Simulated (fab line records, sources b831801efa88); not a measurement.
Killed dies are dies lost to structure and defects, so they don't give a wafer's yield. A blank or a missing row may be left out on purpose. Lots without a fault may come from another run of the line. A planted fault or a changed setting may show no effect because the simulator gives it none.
fab line records | flow sky130
record lots=6 wafers=18 last_day=50
route steps=708 shown VIA3@590 METAL4@598 CAP2M@603
lots that met no fault: from a run of the same line without faults
start_h: hours from the record's first day to the start of the lot's first wafer shown | wait_h: hours since the lot's step before | " the same as in the row above | L1.1+2: a row that stands for several wafers | - no value, or no start given | * or withheld: withheld | < > ~ a bound
route shown NAME@n: a module of which the file shows steps, and the number in the route of the first | usual: mean/standard deviation of fault-free wafers | same: alike in all rows | chamber/n: place in a boat | sites: the reading at each site | _std_site: their standard deviation | _edge_site: outer sites' mean less inner sites' | radius_mm: how far each site lies from the wafer's centre | mask NAME#n: copy n | behind: the tool/chamber that last shaped the wafer | hold: why the lot was held/for how many hours/how that ended | device: the transistor (n, p or np) that didn't switch | end of line: the same wafers' tests at the end of the route | a step without rows: its recipe alone | killed: dies lost to structure and defects at the first sort, not the wafer's yield | map: a wafer's dies, x killed, . not, _ none there
set.NAME: the setting as run; set.NAME@STEP: as run at that earlier step | model.NAME: the simulator's own value behind a step, which no gauge read
lots at some steps of the route; a table a step, a row a wafer
services: from which hour (start_h, from the record's first day; less than 0 if before it) a tool's chamber was out of use, for how many hours, and why
## steps
# step SKY_VIA3_STRIP_17
# recipe chemistry=post_etch_residue_remover time_s=1200 temp_c=72.5
# step SKY_VIA3_CLEAN_18
# recipe chemistry=IPA time_s=180 temp_c=25
# step SKY_VIA3_CLEAN_19
# recipe chemistry=O3/DIW dry=n2_spin
# step SKY_VIA3_SPUTTER_20
# recipe material=TiN target_thk_nm=20 chamber_pressure_pa=4.845 power_w=4000 time_s=80
# step SKY_VIA3_CVD_21
# recipe material=W target_thk_nm=390 time_s=117.31 temp_c=400 pressure_torr=40
# usual heater_power_w=841/96
# columns lot.wafer tool chamber start_h wait_h heater_power_w
L182.1 cvd_w-02 0 952.21 0.0 701
L182.5 " 0 " " 702
L182.6 " 0 " " 706
L184.1 cvd_w-02 0 977.22 0.0 708
L184.5 " 0 " " 716
L184.6 " 0 " " 699
L192.1 cvd_w-01 1 1034.52 0.0 947
L192.3 " 0 " " 926
L192.5 " 1 " " 949
L194.2 cvd_w-02 1 1039.47 0.0 897
L194.4 " 0 " " 707
L194.6 " 1 " " 889
L193.1 cvd_w-02 1 1041.02 0.0 888
L193.3 " 1 " " 881
L193.4 " 0 " " 725
L200.4 cvd_w-01 1 1070.69 0.1 962
L200.5 " 1 " " 943
L200.6 " 0 " " 899
# step SKY_VIA3_RS_MEAS_22
# recipe thk_meas_gauge=four-point-probe reads=W_of_VIA3_CVD_21+TiN_of_VIA3_SPUTTER_20
# usual VIA3_W_RS=0.297/0.0034
# columns lot.wafer tool chamber start_h wait_h VIA3_W_RS[ohm/sq]
L182.1 film_metro-01 - 952.45 0.2 0.305
L182.5 " - " " 0.301
L182.6 " - " " 0.301
L184.1 film_metro-02 - 977.47 0.2 0.300
L184.5 " - " " 0.298
L184.6 " - " " 0.302
L192.1 film_metro-01 - 1034.64 0.1 0.292
L192.3 " - " " 0.293
L192.5 " - " " 0.295
L194.2 film_metro-01 - 1039.62 0.1 0.300
L194.4 " - " " 0.298
L194.6 " - " " 0.294
L193.1 film_metro-02 - 1041.14 0.1 0.300
L193.3 " - " " 0.300
L193.4 " - " " 0.302
L200.4 film_metro-01 - 1070.83 0.1 0.294
L200.5 " - " " 0.293
L200.6 " - " " 0.293
# step SKY_VIA3_THK_MEAS_23
# recipe thk_meas_gauge=xrf reads=W_of_VIA3_CVD_21
# usual VIA3_W_THK=401/6.3
# columns lot.wafer tool chamber start_h wait_h VIA3_W_THK[nm]
L182.1 film_metro-01 - 952.57 0.1 392
L182.5 " - " " 396
L182.6 " - " " 397
L184.1 film_metro-02 - 977.59 0.1 384
L184.5 " - " " 390
L184.6 " - " " 382
L192.1 film_metro-01 - 1034.76 0.1 406
L192.3 " - " " 403
L192.5 " - " " 399
L194.2 film_metro-01 - 1039.73 0.1 395
L194.4 " - " " 398
L194.6 " - " " 402
L193.1 film_metro-02 - 1041.26 0.1 395
L193.3 " - " " 395
L193.4 " - " " 394
L200.4 film_metro-01 - 1070.92 0.1 406
L200.5 " - " " 402
L200.6 " - " " 408
# step SKY_VIA3_CMP_24
# recipe stop_on=SiO2 t_overpolish_s=20 down_force_psi=3.5 platen_rpm=60 target_thk_nm=0 pad_velocity_m_s=0.94248
# usual head_pressure_psi=3.500/0.0071 motor_current_A=10.5/1 overpolish_run_s=20.000/0.0083 time_to_endpoint_s=94/3.9
# columns lot.wafer tool chamber start_h wait_h head_pressure_psi motor_current_A overpolish_run_s time_to_endpoint_s
L182.1 cmp-02 3 952.68 0.1 3.508 10.4 20.021 92
L182.5 " 2 " " 3.510 8.8 20.002 90
L182.6 " 3 " " 3.508 10.0 19.999 98
L184.1 cmp-01 0 977.75 0.1 3.501 10.0 19.989 90
L184.6 " 2 " " 3.493 12.9 19.996 89
L184.5 " 3 " " 3.494 10.7 19.989 94
L192.3 cmp-01 1 1034.87 0.1 3.503 11.9 20.007 96
L192.1 " 3 " " 3.491 10.5 19.994 92
L192.5 " 0 " " 3.503 10.0 20.001 90
L194.2 cmp-01 1 1039.78 0.0 3.505 11.7 19.994 94
L194.4 " 0 " " 3.499 10.0 19.990 88
L194.6 " 1 " " 3.501 12.3 20.009 94
L193.3 cmp-02 3 1041.52 0.2 3.494 10.4 20.004 101
L193.1 " 0 " " 3.500 9.7 19.988 96
L193.4 " 1 " " 3.501 10.8 20.014 93
L200.4 cmp-01 1 1071.00 0.1 3.506 11.7 20.012 95
L200.6 " 0 " " 3.503 10.1 19.994 85
L200.5 " 1 " " 3.512 11.7 19.998 95
# step SKY_METAL4_SPUTTER_00
# recipe material=Ti target_thk_nm=15 power_w=3000 time_s=10 chamber_pressure_pa=0.4
# usual cathode_dc_power_W=3000.1/0.52 throttle_valve_pct=29.8/0.86
# columns lot.wafer tool chamber start_h wait_h cathode_dc_power_W throttle_valve_pct
L182.1 pvd_sputter-04 - 952.93 0.2 2999.7 29.5
L182.5 " - " " 2999.6 29.6
L182.6 " - " " 3000.5 30.2
L184.1 pvd_sputter-01 - 977.95 0.1 3000.1 30.6
L184.5 " - " " 3000.1 30.6
L184.6 " - " " 3000.4 30.5
L192.1 pvd_sputter-04 - 1035.12 0.1 2999.9 28.0
L192.3 " - " " 3000.2 30.3
L192.5 " - " " 2999.5 30.0
L194.2 pvd_sputter-02 - 1040.08 0.2 3000.3 30.6
L194.4 " - " " 2999.6 29.4
L194.6 " - " " 3000.0 30.9
L193.1 pvd_sputter-04 - 1041.77 0.1 2999.5 29.8
L193.3 " - " " 3000.3 28.0
L193.4 " - " " 2999.8 30.1
L200.4 pvd_sputter-02 - 1071.25 0.2 2999.4 30.2
L200.5 " - " " 3000.0 29.1
L200.6 " - " " 2999.7 30.5
# step SKY_METAL4_SPUTTER_01
# recipe material=TiN target_thk_nm=20 power_w=6500 time_s=16.7 chamber_pressure_pa=0.4
# step SKY_METAL4_SPUTTER_02
# recipe material=AlCu target_thk_nm=735 power_w=10600 time_s=38.4 chamber_pressure_pa=0.4
# usual cathode_dc_power_W=10600/2.1 throttle_valve_pct=29.8/0.88
# columns lot.wafer tool chamber start_h wait_h cathode_dc_power_W throttle_valve_pct
L182.1 pvd_sputter-04 - 952.98 0.0 10599 29.8
L182.5 " - " " 10600 29.8
L182.6 " - " " 10598 30.3
L184.1 pvd_sputter-01 - 978.00 0.0 10599 30.4
L184.5 " - " " 10600 30.5
L184.6 " - " " 10602 30.6
L192.1 pvd_sputter-04 - 1035.17 0.0 10595 28.0
L192.3 " - " " 10601 30.1
L192.5 " - " " 10599 30.1
L194.2 pvd_sputter-02 - 1040.13 0.0 10601 30.5
L194.4 " - " " 10598 29.1
L194.6 " - " " 10601 30.8
L193.1 pvd_sputter-04 - 1041.82 0.0 10600 29.9
L193.3 " - " " 10601 28.0
L193.4 " - " " 10599 30.2
L200.4 pvd_sputter-02 - 1071.30 0.0 10601 30.5
L200.5 " - " " 10601 29.3
L200.6 " - " " 10601 30.4
# step SKY_METAL4_SPUTTER_03
# recipe material=Ti target_thk_nm=5 power_w=3000 time_s=3.3 chamber_pressure_pa=0.4
# step SKY_METAL4_SPUTTER_04
# recipe material=TiN target_thk_nm=70 power_w=6500 time_s=58.3 chamber_pressure_pa=0.4
# usual cathode_dc_power_W=6500.0/1.1 throttle_valve_pct=29.8/0.88
# columns lot.wafer tool chamber start_h wait_h cathode_dc_power_W throttle_valve_pct model.TiN_of_METAL4_SPUTTER_04.thk_nm
L182.1 pvd_sputter-04 - 953.04 0.0 6500.5 29.8 69.42
L182.5 " - " " 6501.2 29.9 69.96
L182.6 " - " " 6501.9 30.5 70.26
L184.1 pvd_sputter-01 - 978.05 0.0 6501.0 30.7 70.88
L184.5 " - " " 6498.3 30.6 70.46
L184.6 " - " " 6500.2 30.7 71.07
L192.1 pvd_sputter-04 - 1035.23 0.0 7510.3 27.6 78.53
L192.3 " - " " 7509.6 29.8 78.82
L192.5 " - " " 7510.0 30.1 78.99
L194.2 pvd_sputter-02 - 1040.18 0.0 6500.6 30.6 70.96
L194.4 " - " " 6500.2 29.4 70.85
L194.6 " - " " 6500.3 31.0 70.82
L193.1 pvd_sputter-04 - 1041.87 0.0 7510.3 29.2 79.86
L193.3 " - " " 7509.8 27.5 79.78
L193.4 " - " " 7509.7 29.9 80.26
L200.4 pvd_sputter-02 - 1071.36 0.0 6500.6 30.7 70.07
L200.5 " - " " 6500.8 29.3 70.69
L200.6 " - " " 6502.1 30.5 70.16
# step SKY_CAP2M_CVD_00
# recipe material=SiO2 target_thk_nm=15.5 temp_c=400 time_s=withheld rf_w=450
# usual heater_power_w=717/130
# columns lot.wafer tool chamber start_h wait_h heater_power_w
L182.1 pecvd-01 1 953.09 0.0 1011
L182.5 " 0 " " 530
L182.6 " 1 " " 970
L184.1 pecvd-01 0 978.10 0.0 570
L184.5 " 2 " " 607
L184.6 " 0 " " 574
L192.1 pecvd-01 0 1035.27 0.0 569
L192.3 " 1 " " 900
L192.5 " 1 " " 883
L194.2 pecvd-03 1 1040.23 0.0 684
L194.4 " 1 " " 689
L194.6 " 0 " " 784
L193.1 pecvd-01 0 1041.92 0.0 540
L193.3 " 1 " " 872
L193.4 " 1 " " 895
L200.4 pecvd-03 0 1071.42 0.0 877
L200.5 " 2 " " 722
L200.6 " 1 " " 620
## services
# columns tool chamber start_h hours kind
pecvd-03 0 928.61 5.0 scheduled_down
pecvd-03 - 940.84 0.8 pm
pvd_sputter-04 - 942.47 0.9 repair
cvd_w-02 1 947.51 24.7 repair
cvd_w-01 - 951.20 0.2 repair
pvd_sputter-02 - 951.73 0.9 repair
pvd_sputter-04 - 962.60 4.6 repair
pecvd-03 0 972.83 10.2 scheduled_down
pecvd-01 1 972.84 5.5 scheduled_down
cvd_w-02 1 974.59 5.8 repair
pecvd-01 - 976.94 0.8 repair
pecvd-01 0 983.63 3.7 repair
pvd_sputter-01 0 994.18 - consumable_replace:kit
pvd_sputter-01 0 994.18 18.0 scheduled_down
pvd_sputter-01 0 994.18 18.0 vent_cycle
pecvd-03 0 1004.51 6.2 repair
cmp-01 - 1018.51 1.3 repair
pvd_sputter-02 1 1027.52 - consumable_replace:kit
pvd_sputter-02 1 1027.52 18.0 scheduled_down
pvd_sputter-02 1 1027.52 18.0 vent_cycle
pecvd-03 - 1052.02 2.8 pm
cvd_w-02 - 1057.92 1.6 repair
pvd_sputter-01 - 1066.16 3.6 repair
## key
first_sign step=SKY_METAL4_SPUTTER_04 reading=cathode_dc_power_W direction=up sigmas=99+ usual=6500.0 struck=7509.9
effect none on later readings
model_effect step=SKY_METAL4_SPUTTER_04 value=TiN_of_METAL4_SPUTTER_04.thk_nm without=68.49 struck=79.37
met_at SKY_METAL4_SPUTTER_04
struck_wafers L192.1,L192.3,L192.5,L193.1,L193.3,L193.4
onset_between 953.04 1035.23
fault kind=process_parameter_drift tool=pvd_sputter-04 chamber=- onset_h=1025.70 steps=SKY_METAL4_SPUTTER_04 channel=power_w offset=* shape=step end_h=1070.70 acts_in=* stated=*
